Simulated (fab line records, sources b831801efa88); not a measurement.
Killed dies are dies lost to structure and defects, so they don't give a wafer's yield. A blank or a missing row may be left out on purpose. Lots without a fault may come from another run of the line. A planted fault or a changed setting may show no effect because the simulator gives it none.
A struck lot beside a sound one | flow sky130 | 15 steps out of a route of 708
Sound: wafers L210.1, L210.2, L210.3. Struck: wafers L225.1, L225.3, L225.5. The cause comes at the end.
At each step with rows: each side's tool, then ch and its chambers, then its first start. Under that, the readings that differ: sound wafers | struck wafers | difference of the means | sigmas: that difference in standard deviations of wafers without a fault.
alike: readings whose means differ by less than 2 such deviations, and words and numbers that are the same on both sides. not compared: withheld readings, readings that some wafer has no value for, bounds like >300 that may hide the same value, and numbers for which the record gives no deviation and whose values overlap.
The two part at a step that has a row with sigmas, a row that says differs or no value, or rows on one side only. Numbers that don't overlap but have no deviation are shown without sigmas and don't part them. A reading that every wafer of one side lacks parts them only if that side has two wafers or more.

first, 4 steps without rows for these wafers: SKY_LI_CONTACT_SOFTBAKE_08 (time 90 s); SKY_LI_CONTACT_EXPOSE_09 (exposes mask LICM1, target cd 170 nm); SKY_LI_CONTACT_PEB_10; SKY_LI_CONTACT_DEVELOP_11 (develop time 60 s).
SKY_LI_CONTACT_CD_MEAS_12: target cd 170 nm.
  sound on cd_sem-02, day 29 18:21; struck on cd_sem-02, day 35 03:22
  alike: cd_nm
SKY_LI_CONTACT_OVL_MEAS_13:
  sound on overlay-01, day 29 18:28; struck on overlay-02, day 35 03:29
  alike: LI_CONTACT_OVL
SKY_LI_CONTACT_ETCH_14: etches BARC in N2/H2, stops on SiO2, time 45.9 s, target depth 60 nm.
  sound on rie_diel-04 ch 0,2,3, day 29 18:30; struck on rie_diel-02 ch 0,3, day 35 03:31
  alike: drypump_motor_current_A, oes_product_au, throttle_valve_pct
  not compared: rf_hours_counter_h
SKY_LI_CONTACT_ETCH_15: etches PSG in C4F8/O2/Ar, stops on Si, target depth 600 nm.
  sound on rie_diel-04 ch 0,2,3, day 29 18:33; struck on rie_diel-02 ch 0,3, day 35 03:34
  alike: oes_product_au
SKY_LI_CONTACT_STRIP_16: strips in O2/N2.
  sound on plasma_asher-02 ch 0,1, day 29 18:38; struck on plasma_asher-03 ch 0,1, day 35 03:39
  alike: drypump_motor_current_A, oes_product_au, strip_time_to_endpoint_s
  not compared: rf_hours_counter_h
then, 2 steps without rows for these wafers: SKY_LI_CONTACT_CLEAN_17 (cleans in NMP, time 600 s); SKY_LI_CONTACT_PRE_CLEAN_18 (time 5.6 s).
SKY_LI_CONTACT_SPUTTER_19: material Ti, target thk 20 nm, time 106.37 s.
  sound on pvd_sputter-02, day 29 18:56; struck on pvd_sputter-02, day 35 03:56
  alike: throttle_valve_pct
SKY_LI_CONTACT_SPUTTER_20: material TiN, target thk 20 nm, time 80 s.
  sound on pvd_sputter-02, day 29 19:00; struck on pvd_sputter-02, day 35 04:01
  reading                                        | sound          | struck         | difference | sigmas
  model.TiN_of_LI_CONTACT_SPUTTER_20.thk_nm (nm) | 19.71 20 20.16 | 29.18 29 29.12 | +9.14      |
  alike: throttle_valve_pct
SKY_LI_CONTACT_CVD_21: deposits W, target thk 400 nm, time 120.56 s.
  sound on cvd_w-02 ch 0,1, day 29 19:04; struck on cvd_w-02 ch 0, day 35 04:05
  alike: heater_power_w
-- the record jumps here: 15 days lie between the struck wafers' starts before and after (it left off in module LI_CONTACT and takes up again in module PAD_OPEN, whose first step shown is number 708 of the route) --
SKY_PAD_OPEN_PROBE_99:
  sound on prober-01, day 46 08:49; struck on prober-02, day 50 01:57
  alike: killed_at_M0_to_M3, killed_at_M4_up, killed_at_contacts, killed_at_front_end, killed_at_other, killed_dies, killed_open, killed_short

WHERE THEY PART
Nowhere in this record.

WHY: what the simulator had put in
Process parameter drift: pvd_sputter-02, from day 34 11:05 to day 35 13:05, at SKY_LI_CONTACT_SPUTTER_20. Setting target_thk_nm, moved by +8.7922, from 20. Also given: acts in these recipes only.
